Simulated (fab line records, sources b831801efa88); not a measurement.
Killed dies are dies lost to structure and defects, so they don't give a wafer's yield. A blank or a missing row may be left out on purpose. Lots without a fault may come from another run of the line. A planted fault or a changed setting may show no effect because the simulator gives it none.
Which tool did it? | flow gf180mcu | 12 lots, 36 wafers sampled, at 2 steps of a route of 602

WHAT THE GAUGES READ, wafer by wafer
GF_HV_LDD_OVL_MEAS_47.
lot  | measured     | on         | HV_LDD_03_OVL (nm)
L075 | day 12 17:06 | overlay-01 | 0.4 0.4 -0.7
L077 | day 13 20:38 | overlay-02 | -1.7 -1.9 -0.3
L079 | day 14 01:56 | overlay-01 | -3.8 -2.9 -2.9
L081 | day 14 20:23 | overlay-01 | 0.8 1.5 0.0
L083 | day 15 16:34 | overlay-01 | -0.6 -1.0 -1.2
L085 | day 16 00:01 | overlay-01 | -0.6 -1.1 -0.5
L087 | day 16 17:23 | overlay-01 | -2.0 -2.3 -1.4
L089 | day 17 08:11 | overlay-01 | 1.6 1.2 0.5
L091 | day 18 17:32 | overlay-01 | 0.8 1.0 0.4
L093 | day 18 21:43 | overlay-02 | -2.5 -4.2 -3.7
L095 | day 19 10:59 | overlay-01 | -0.3 -0.3 -0.4
L097 | day 20 09:07 | overlay-02 | -0.1 -1.4 0.2

WHICH TOOL RAN EACH LOT (tool, then ch and the chambers of the sampled wafers, then the start)
lot  | GF_VT_IMPLANT_RTA_45
L075 | rtp_anneal-02 ch 0, day 7 17:50
L077 | rtp_anneal-01 ch 0, day 8 19:34
L079 | rtp_anneal-01 ch 0, day 9 01:40
L081 | rtp_anneal-02 ch 0, day 9 17:01
L083 | rtp_anneal-01 ch 0, day 10 10:03
L085 | rtp_anneal-01 ch 0, day 10 14:27
L087 | rtp_anneal-01 ch 0, day 11 04:44
L089 | rtp_anneal-02 ch 0, day 11 17:48
L091 | rtp_anneal-01 ch 0, day 12 17:49
L093 | rtp_anneal-02 ch 0, day 12 21:07
L095 | rtp_anneal-01 ch 0, day 13 11:04
L097 | rtp_anneal-01 ch 0, day 14 03:16
- GF_VT_IMPLANT_RTA_45: time 30 s.

THE ANSWER, worked out from the rows above alone
Rule: what is usual is taken from the lots themselves. Put in order of their means at a reading, lots are off if they are a third of the lots or fewer, leave a main group of 4 or more, and stand apart from it by a gap of 3 or more times the standard deviation of the main group's means; of several such gaps the widest counts. A main group whose means are all the same, to the digits that the tables above print for the reading, isn't used. A lot without any number at a reading at which 4 lots or more have one is off too. The other lots that the step has rows for count as sound.
No lot is off at any reading shown: from this, nothing can be told.

WHAT THE SIMULATOR HAD PUT IN
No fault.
